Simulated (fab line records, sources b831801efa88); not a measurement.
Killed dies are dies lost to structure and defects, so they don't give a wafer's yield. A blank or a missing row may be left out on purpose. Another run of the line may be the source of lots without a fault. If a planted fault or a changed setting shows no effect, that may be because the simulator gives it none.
fab line records    flow sfq_line
record lots=6  wafers=18  last_day=92
route steps=325 shown M0@42 I0@43
lots untouched by any fault: they come from a run of this same line in which no faults occurred
start_h: hours from the record's first day to the start of the lot's first wafer shown    wait_h: time in hours since the lot's previous step    " repeats the value in the row above    L1.1+2: one row covering several wafers at once    - no value, or no start was given    * or withheld: withheld    < > ~ a bound
route shown NAME@n: NAME is a module with steps in the file, n the number in the route of the first one    usual: average and standard deviation across the fault-free wafers    same: alike in all rows    chamber/n: place in a boat    sites: per-site readings    _std_site: the values' standard deviation    _edge_site: the outer-site mean with the inner-site mean subtracted    radius_mm: how far each site lies from the wafer's centre    mask NAME#n: copy n    behind: the tool/chamber that last shaped the wafer    hold: what put the lot on hold/how long, in hours/how the hold closed    device: names the non-switching transistor (n, p or np)    end of line: the route-end tests of the same wafers    for a step that has no rows: nothing shown but its recipe    killed: dies lost to structure and defects at the first sort, not the wafer's yield    map: per-die view of a wafer (x killed, . not killed, _ where there is no die)
set.NAME: the setting the step ran with; set.NAME@STEP: the setting that earlier step ran with    model.NAME: the simulator's own value behind a step, which no gauge read
a table for each step, a row for each wafer; lots at some steps of the route
services: from which hour (start_h, from the record's first day; less than 0 if before it) a tool's chamber was out of use, for how many hours, and why
## steps
# step SFQ_TRILAYER_M0_STRIP_SOLV_CLEAN_026
# recipe chemistry=NMP  temp_c=70  time_s=600
# step SFQ_TRILAYER_I0_DEP_PECVD_027
# recipe material=SiO2  temp_c=150  time_s=111.11  pressure_torr=2.4  rf_w=183.3  precursor=SiH4/N2O  target_thk_nm=500
# usual heater_power_w=73/9.2  showerhead_vpp_V=827/37  throttle_valve_pct=24.4/1.7
lot.wafer  tool      chamber  start_h  wait_h  heater_power_w  showerhead_vpp_V  throttle_valve_pct
L691.2     pecvd-02  1        287.00   0.0     66              740               22.8
L691.5     "         1        "        "       52              767               22.7
L691.6     "         2        "        "       73              861               21.9
L692.3     pecvd-02  2        292.99   0.0     70              859               22.2
L692.4     "         0        "        "       85              826               23.0
L692.6     "         2        "        "       71              871               22.1
L701.2     pecvd-04  0        378.91   0.0     69              827               25.8
L701.4     "         0        "        "       70              798               26.0
L701.5     "         1        "        "       79              824               27.9
L702.1     pecvd-01  2        386.11   0.0     86              804               25.4
L702.2     "         1        "        "       76              847               23.8
L702.5     "         0        "        "       81              859               24.4
L707.1     pecvd-04  2        425.71   0.0     68              867               24.9
L707.2     "         0        "        "       71              793               25.9
L707.6     "         2        "        "       69              865               25.0
L711.3     pecvd-04  1        471.74   0.0     77              832               28.4
L711.4     "         2        "        "       67              878               25.1
L711.5     "         1        "        "       80              827               28.4
# step SFQ_TRILAYER_I0_CMP_CMP_028
# recipe material=SiO2  down_force_psi=3  platen_rpm=60  pad_velocity_m_s=0.94248
# usual motor_current_A=10.3/0.69  time_to_endpoint_s=208/7.5
lot.wafer  tool    chamber  start_h  wait_h  motor_current_A  time_to_endpoint_s
L691.2     cmp-01  2        292.65   5.6     11.7             225
L691.6     "       2        294.65   7.6     11.4             226
L691.5     "       3        "        "       9.7              216
L692.4     cmp-01  1        298.65   5.6     10.5             218
L692.3     "       2        "        "       11.1             224
L692.6     "       1        300.65   7.6     10.7             221
L701.4     cmp-02  1        379.99   1.0     9.1              214
L701.2     "       2        "        "       9.5              208
L701.5     "       3        "        "       10.7             220
L702.2     cmp-02  0        386.19   0.0     10.5             200
L702.1     "       1        "        "       9.5              197
L702.5     "       0        388.19   2.0     10.8             205
L707.1     cmp-02  3        427.40   1.7     10.6             210
L707.2     "       0        "        "       11.0             210
L707.6     "       1        "        "       9.5              211
L711.4     cmp-02  1        471.82   0.0     9.3              207
L711.3     "       0        473.32   1.5     10.4             201
L711.5     "       1        "        "       9.3              205
# step SFQ_I0_BOW_MEAS_907
# recipe mode=bow
# usual I0_BOW=1/6.5
lot.wafer  tool           chamber  start_h  wait_h  I0_BOW[um]
L691.2     film_metro-01  -        295.67   2.5     9
L691.5     "              -        "        "       -6
L691.6     "              -        "        "       -5
L692.3     film_metro-02  -        301.69   2.0     18
L692.4     "              -        "        "       -12
L692.6     "              -        "        "       5
L701.2     film_metro-01  -        382.01   1.0     11
L701.4     "              -        "        "       6
L701.5     "              -        "        "       11
L702.1     film_metro-02  -        389.19   2.0     5
L702.2     "              -        "        "       -1
L702.5     "              -        "        "       -1
L707.1     film_metro-01  -        429.40   1.5     -2
L707.2     "              -        "        "       11
L707.6     "              -        "        "       6
L711.3     film_metro-02  -        474.86   1.0     2
L711.4     "              -        "        "       6
L711.5     "              -        "        "       0
# step SFQ_TRILAYER_I0_METRO_MEASURE_029
# usual thk_nm=199.2/1
lot.wafer  tool           chamber  start_h  wait_h  thk_nm
L691.2     film_metro-01  -        295.97   0.3     199.6
L691.5     "              -        "        "       198.4
L691.6     "              -        "        "       199.9
L692.3     film_metro-02  -        302.17   0.5     201.0
L692.4     "              -        "        "       199.2
L692.6     "              -        "        "       199.7
L701.2     film_metro-01  -        382.31   0.3     199.9
L701.4     "              -        "        "       197.8
L701.5     "              -        "        "       201.0
L702.1     film_metro-02  -        389.31   0.1     198.1
L702.2     "              -        "        "       198.2
L702.5     "              -        "        "       198.6
L707.1     film_metro-01  -        429.52   0.1     200.3
L707.2     "              -        "        "       200.5
L707.6     "              -        "        "       198.5
L711.3     film_metro-02  -        475.34   0.5     198.1
L711.4     "              -        "        "       197.4
L711.5     "              -        "        "       197.5
# step SFQ_TRILAYER_I0_VIA_LITHO_COAT_036
# recipe resist=BARC  spin_rpm=3000  resist_thk_nm=62
# step SFQ_TRILAYER_I0_VIA_LITHO_COAT_031
# recipe resist=KrF  spin_rpm=3000  resist_thk_nm=650
# step SFQ_TRILAYER_I0_VIA_LITHO_SOFTBAKE_035
# recipe temp_c=withheld  time_s=withheld  resist=KrF
# step SFQ_TRILAYER_I0_VIA_LITHO_EXPOSE_032
# recipe mask_id=I0  na=0.6  source_shape=conventional  sigma_outer=0.65  target_cd_nm=500  dose_mj=21.3
# step SFQ_TRILAYER_I0_VIA_LITHO_PEB_034
# recipe peb_temp_c=115  peb_time_s=60  resist=KrF
# step SFQ_TRILAYER_I0_VIA_LITHO_DEVELOP_033
# recipe time_s=60  resist=KrF
# step SFQ_I0_OVL_MEAS_908
# usual I0_OVL=-1/5
lot.wafer  tool        chamber  start_h  wait_h  I0_OVL[nm]
L691.2     overlay-01  -        309.59   0.1     -2
L691.5     "           -        "        "       1
L691.6     "           -        "        "       4
L692.3     overlay-01  -        312.00   0.1     -7
L692.4     "           -        "        "       -5
L692.6     "           -        "        "       -4
L701.2     overlay-02  -        385.56   0.1     -5
L701.4     "           -        "        "       -6
L701.5     "           -        "        "       -7
L702.1     overlay-02  -        392.76   0.1     -1
L702.2     "           -        "        "       1
L702.5     "           -        "        "       0
L707.1     overlay-02  -        482.69   0.1     7
L707.2     "           -        "        "       2
L707.6     "           -        "        "       6
L711.3     overlay-02  -        628.57   0.1     -9
L711.4     "           -        "        "       2
L711.5     "           -        "        "       -8
# step SFQ_TRILAYER_I0_VIA_BARC_OPEN_VIA_ETCH_046
# recipe mask_material=PR  chemistry=O2  target_depth_nm=125  target=BARC  source_w=500  bias_w=80  pressure_mtorr=30  time_s=41.7
# usual drypump_motor_current_A=5.7/0.35  oes_product_au=0.685/0.0044
lot.wafer  tool         chamber  start_h  wait_h  drypump_motor_current_A  oes_product_au  rf_hours_counter_h  model.KrF_of_TRILAYER_I0_VIA_LITHO_COAT_031.thk_nm
L691.2     rie_diel-04  3        309.62   0.0     5.6                      0.682           133                 570.2
L691.5     "            3        "        "       5.7                      0.696           -                   569.4
L691.6     "            2        "        "       5.5                      0.687           -                   571.6
L692.3     rie_diel-02  0        312.02   0.0     5.9                      0.686           11                  573.2
L692.4     "            2        "        "       6.0                      0.683           -                   572.9
L692.6     "            3        "        "       6.2                      0.683           -                   573.7
L701.2     rie_diel-02  2        385.59   0.0     5.9                      0.677           4                   573.3
L701.4     "            0        "        "       5.8                      0.685           11                  574.2
L701.5     "            0        "        "       5.9                      0.688           -                   577.3
L702.1     rie_diel-02  2        392.79   0.0     6.0                      0.692           4                   576.7
L702.2     "            0        "        "       5.8                      0.682           12                  571.3
L702.5     "            0        "        "       5.8                      0.689           -                   573.9
L707.1     rie_diel-04  2        482.73   0.0     5.4                      0.682           4                   571.4
L707.2     "            3        "        "       5.7                      0.687           2                   570.8
L707.6     "            2        "        "       5.4                      0.684           -                   569.7
L711.3     rie_diel-02  1        628.59   0.0     5.3                      0.683           58                  571.3
L711.4     "            2        "        "       6.0                      0.684           6                   572.4
L711.5     "            3        "        "       6.2                      0.680           -                   573.9
# step SFQ_TRILAYER_I0_VIA_ETCH_VIA_ETCH_034
# recipe target=SiO2  stop_on=Nb  mask_material=PR  taper_deg=20  chemistry=CHF3  target_depth_nm=260  source_w=500  bias_w=80  pressure_mtorr=30  time_s=withheld
# usual drypump_motor_current_A=5.7/0.35  oes_product_au=0.853/0.005
lot.wafer  tool         chamber  start_h  wait_h  drypump_motor_current_A  oes_product_au
L691.2     rie_diel-04  3        309.66   0.0     5.7                      0.849
L691.5     "            3        "        "       5.6                      0.845
L691.6     "            2        "        "       5.5                      0.857
L692.3     rie_diel-02  0        312.06   0.0     5.9                      0.859
L692.4     "            2        "        "       6.0                      0.851
L692.6     "            3        "        "       6.2                      0.863
L701.2     rie_diel-02  2        385.63   0.0     6.0                      0.855
L701.4     "            0        "        "       5.9                      0.854
L701.5     "            0        "        "       5.9                      0.857
L702.1     rie_diel-02  2        392.83   0.0     6.0                      0.854
L702.2     "            0        "        "       5.8                      0.854
L702.5     "            0        "        "       5.8                      0.847
L707.1     rie_diel-04  2        482.77   0.0     5.4                      0.848
L707.2     "            3        "        "       5.7                      0.849
L707.6     "            2        "        "       5.4                      0.854
L711.3     rie_diel-02  1        628.63   0.0     5.3                      0.861
L711.4     "            2        "        "       6.0                      0.849
L711.5     "            3        "        "       6.2                      0.852
## services
tool           chamber  start_h  hours  kind
film_metro-01  -        271.90   1.5    pm
pecvd-04       -        273.67   3.8    repair
film_metro-02  -        278.97   0.7    pm
rie_diel-04    3        300.07   6.0    repair
rie_diel-04    1        305.75   8.1    repair
rie_diel-02    1        308.51   4.9    repair
cmp-02         -        317.36   0.4    repair
cmp-02         -        322.52   2.0    repair
film_metro-02  -        342.15   0.5    pm
rie_diel-04    1        344.47   1.2    repair
rie_diel-04    3        369.14   6.3    repair
film_metro-01  -        374.75   0.7    pm
pecvd-04       0        381.81   15.0   repair
pecvd-04       2        386.85   3.5    repair
rie_diel-02    2        393.02   13.1   repair
film_metro-01  -        404.88   3.3    pm
cmp-02         -        407.36   4.0    pm
cmp-02         -        414.40   5.2    pm
pecvd-04       1        427.03   5.5    repair
rie_diel-02    0        437.75   3.7    repair
rie_diel-04    -        447.70   0.8    repair
cmp-02         -        502.42   4.6    pm
rie_diel-04    -        574.52   0.8    repair
rie_diel-02    3        621.39   6.4    repair
## key
first_sign none at tools or gauges
model_effect step=SFQ_TRILAYER_I0_VIA_BARC_OPEN_VIA_ETCH_046  value=KrF_of_TRILAYER_I0_VIA_LITHO_COAT_031.thk_nm  without=572  struck=576
met_at SFQ_TRILAYER_I0_VIA_BARC_OPEN_VIA_ETCH_046
struck_wafers L701.5,L702.1,L702.5
onset_between 312.02 385.59
fault kind=process_parameter_drift  tool=rie_diel-02  chamber=-  onset_h=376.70  steps=SFQ_TRILAYER_I0_VIA_BARC_OPEN_VIA_ETCH_046  channel=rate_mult  offset=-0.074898  shape=step  end_h=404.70  scope=struck_wafers_only
